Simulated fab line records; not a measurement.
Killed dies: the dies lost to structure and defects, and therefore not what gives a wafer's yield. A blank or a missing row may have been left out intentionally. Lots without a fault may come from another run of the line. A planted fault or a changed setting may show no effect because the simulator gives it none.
A single fault, viewed from 2 desks | flow gf180mcu | numbers are kept per desk, each desk with only its own; the story behind them comes last

## DESK OF THE TOOL OWNER: hdpcvd-02
The tool's own readings at GF_V4_CVD_00 (deposits SiO2, target thk 600 nm, time 100 s): means of the sampled wafers that have a number, for each lot that ran on this tool. Any lot whose mean is over 4 standard deviations away from the usual mean is out of limits and marked OUT; that distance is given in the brackets.
Columns: A = sih4_flow_sccm at GF_V4_CVD_00, usual 60.02 sccm
lot  | first seen here | A
L228 | day 23 12:51    | 60.10
L232 | day 24 18:40    | 59.96
L233 | day 25 03:22    | 60.13
L236 | day 26 04:58    | 59.91
L238 | day 27 02:23    | 57.31 (-14) OUT
L239 | day 27 07:53    | 57.04 (-16) OUT
L248 | day 29 21:43    | 60.10
L250 | day 30 09:55    | 60.07
L251 | day 30 11:10    | 60.15
This desk's verdict: out of limits on L238, L239, starting with L238 at day 27 02:23 (sih4_flow_sccm at GF_V4_CVD_00). L228, L232, L233, L236, L248, L250, L251: within limits.

## METROLOGY DESK
What the gauges read, lot by lot, whatever tool the lot ran on: means of the sampled wafers that have a number. Any lot whose mean is over 4 standard deviations away from the usual mean is out of limits and marked OUT; that distance is given in the brackets.
Columns: A = V4_CVD_00_THK at GF_V4_THK_MEAS_01, usual 604 nm; B = V4_BOW at GF_V4_BOW_MEAS_05, usual 135 um; C = V4_OVL at GF_V4_OVL_MEAS_15, usual 1 nm
lot  | first seen here | A              | B   | C
L228 | day 23 12:55    | 601            | 134 | -1
L231 | day 24 16:32    | 605            | 135 | -5
L232 | day 24 18:44    | 604            | 143 | 13
L233 | day 25 03:27    | 600            | 126 | -5
L234 | day 25 15:58    | 607            | 140 | 2
L236 | day 26 05:02    | 605            | 124 | 1
L238 | day 27 02:28    | 576 (-5.2) OUT | 134 | 11
L239 | day 27 07:58    | 576 (-5.2) OUT | 137 | -2
L240 | day 27 17:11    | 607            | 137 | -10
L248 | day 29 21:48    | 599            | 154 | 5
L250 | day 30 10:01    | 600            | 136 | 3
L251 | day 30 11:15    | 606            | 141 | 2
This desk finds L238, L239 out of limits, with the earliest case on L238 at day 27 02:28 (V4_CVD_00_THK at GF_V4_THK_MEAS_01). L228, L231, L232, L233, L234, L236, L240, L248, L250, L251: within limits.

## TAKEN TOGETHER
The tool owner's desk could have raised an alarm at day 27 02:23, on L238, L239.
On L238, L239, the metrology desk was in a position to raise an alarm at day 27 02:28.
On hdpcvd-02, each named lot ran GF_V4_CVD_00.

## WHAT HAD BEEN PUT IN BY THE SIMULATOR
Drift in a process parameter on hdpcvd-02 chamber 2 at GF_V4_CVD_00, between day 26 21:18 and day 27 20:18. A move of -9 in setting sih4_flow_sccm, from 60. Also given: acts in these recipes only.
Shown lots that were struck: L238, L239.
Counting hours from when the fault started, the first reading out of limits came at 5 for the tool owner's desk and at 5 for the metrology desk.
